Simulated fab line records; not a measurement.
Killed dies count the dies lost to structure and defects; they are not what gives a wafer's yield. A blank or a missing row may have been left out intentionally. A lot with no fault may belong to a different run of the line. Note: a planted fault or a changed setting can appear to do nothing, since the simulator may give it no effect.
A struck lot beside a sound one + flow sky130 + 24 out of 708 route steps
Sound: the wafers L283.1, L283.2, L283.5. Wafers L286.3, L286.4, L286.5 were the ones struck. The cause comes at the end.
At each step with rows: each side's tool, then ch and its chambers, then its first start. Under that, the readings that differ: sound wafers + struck wafers + difference of the means + sigmas: that difference in standard deviations of wafers without a fault.
alike: a reading whose means differ by less than 2 such deviations, as well as words and numbers matching on both sides. not compared: withheld readings; readings where some wafer has no value; bounds like >300 that might hide an equal value; numbers whose values overlap and for which the record gives no deviation.
Wherever a step has rows on one side only, a row that says differs or no value, or a row with sigmas, the two part there. Numbers that don't overlap but have no deviation are shown without sigmas and don't part them. A reading that every wafer of one side lacks parts them only if that side has two wafers or more.

first, 8 steps without rows for these wafers: SKY_FIELD_ISO_DEHYDRATE_05 (time 60 s); SKY_FIELD_ISO_HMDS_06 (prime time 60 s); SKY_FIELD_ISO_COAT_07 (resist thk 60 nm); SKY_FIELD_ISO_COAT_08 (resist thk 450 nm); SKY_FIELD_ISO_SOFTBAKE_09 (time 90 s); SKY_FIELD_ISO_EXPOSE_10 (exposes mask FOM, target cd 150 nm); SKY_FIELD_ISO_PEB_11; SKY_FIELD_ISO_DEVELOP_12 (develop time 60 s).
SKY_FIELD_ISO_CD_MEAS_13 targets a cd of 150 nm.
  sound on cd-sem-01 at day 3 17:40; struck on cd-sem-02 at day 4 09:21
  alike: cd-nm
SKY_FIELD_ISO_ETCH_14: etches BARC in N2/H2, stops on SiO2, time 45.9 s, target depth 60 nm.
  sound on rie-diel-03 ch 1,2, day 3 17:47; struck on rie-diel-02 ch 0,1,2, day 4 09:26
  alike: bias-w, chamber-pressure-mTorr, drypump-motor-current-A, n2-flow-sccm, oes-product-au, throttle-valve-pct
  not compared: rf-hours-counter-h
SKY_FIELD_ISO_ETCH_15: etches the open film in CHF3/O2, stops on Si, target depth 180 nm, time 72 s.
  sound on rie-diel-03 ch 1,2, day 3 17:49; struck on rie-diel-02 ch 0,1,2, day 4 09:28
  alike: O2_flow_sccm, bias-w, drypump-motor-current-A, oes-product-au, throttle-valve-pct
  not compared: rf-hours-counter-h
SKY_FIELD_ISO_STRIP_16: strips in O2/N2.
  sound on plasma-asher-04 ch 0,1, day 3 17:53; struck on plasma-asher-02 ch 0,1, day 4 09:34
  alike: drypump-motor-current-A, n2-flow-sccm, oes-product-au, strip-time-to-endpoint-s
  not compared: rf-hours-counter-h
SKY_FIELD_ISO_ETCH_17: etches Si in HBr/Cl2/O2, target depth 342 nm, time 97.7 s.
  sound on rie-si-02 ch 0,1, day 3 17:59; struck on rie-si-01 ch 0,3, day 4 09:38
  no value came back on the struck wafers for any of 5 readings (HBr_flow_sccm (sccm), O2_flow_sccm (sccm) and others); on the sound wafers HBr_flow_sccm (sccm) reads 150.6 150.3 150.5
| reading                                     | sound           | struck            | difference | sigmas |
|---------------------------------------------|-----------------|-------------------|------------|--------|
| model.Si3N4_of_FIELD_ISO_CVD_03.thk-nm (nm) | 150 152.5 152.3 | 167.7 167.5 168.1 | +16.2      |        |
  not compared: rf-hours-counter-h
then, 7 steps without rows for these wafers: SKY_FIELD_ISO_WET_ETCH_18 (etches Si3N4 in H3PO4, target depth 25 nm, time 286 s); SKY_FIELD_ISO_CLEAN_19 (cleans in SC1/SC2, time 150 s); SKY_FIELD_ISO_CLEAN_20 (cleans in dHF, time 20 s); SKY_FIELD_ISO_WET_ETCH_21 (etches SiO2 in dHF, target depth 20 nm, time 400 s); SKY_FIELD_ISO_OXIDATION_22 (stabilise 600 s, purge 300 s, target thk 10 nm); SKY_FIELD_ISO_CVD_24 (deposits SiO2, target thk 595 nm, time 99.2 s); SKY_FIELD_ISO_ANNEAL_26 (time 1800 s).
SKY_FIELD_ISO_CMP_27: polishes, stops on Si3N4, t overpolish 16 s, target thk 457.8 nm.
  sound on cmp-02 ch 1,2,3, day 3 22:26; struck on cmp-02 ch 0,1,2, day 4 14:08
  alike: motor-current-A, platen-rpm
SKY_FIELD_ISO_WET_ETCH_28: etches SiO2 in dHF, target depth 23.7 nm, time 47 s.
  sound on wet-bench-01 ch 0, day 3 22:44; struck on wet-bench-01 ch 3, day 4 14:20
| reading                                     | sound             | struck            | difference | sigmas |
|---------------------------------------------|-------------------|-------------------|------------|--------|
| model.Si3N4_of_FIELD_ISO_CVD_03.thk-nm (nm) | 119.2 121.8 121.6 | 137.5 137.2 137.9 | +16.7      |        |
  alike: bath-heat-duty-pct, run-length-s
then, 1 step without rows for these wafers: SKY_FIELD_ISO_WET_ETCH_29 (etches Si3N4 in H3PO4, target depth 160 nm, time 1825 s).
-- here the record skips 44 days between the struck wafers' starts before and after, leaving off in module FIELD_ISO and picking up in module PAD_OPEN (first step shown: number 708 of the route) --
SKY_PAD_OPEN_PROBE_99:
  sound on prober-01 at day 47 17:43; struck on prober-02 at day 48 11:22
| reading             | sound    | struck      | difference | sigmas |
|---------------------|----------|-------------|------------|--------|
| killed-at-front-end | 13 13 8  | 419 419 405 | +403       | +98    |
| killed-dies         | 91 92 84 | 492 492 492 | +403       | +46    |
| killed-on-rim       | 19 21 16 | 96 96 96    | +77        | +21    |
  alike: killed_at_M0_to_M3, killed_at_M4_up, killed-at-contacts, killed-at-other, killed-open, killed-short

WHERE THEY PART
At SKY_FIELD_ISO_ETCH_17 first; at SKY_PAD_OPEN_PROBE_99 last (within this record only).

WHY: whatever the simulator had introduced
Step skipped in full: rie-si-01, at SKY_FIELD_ISO_ETCH_17, from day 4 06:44 onward. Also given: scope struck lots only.
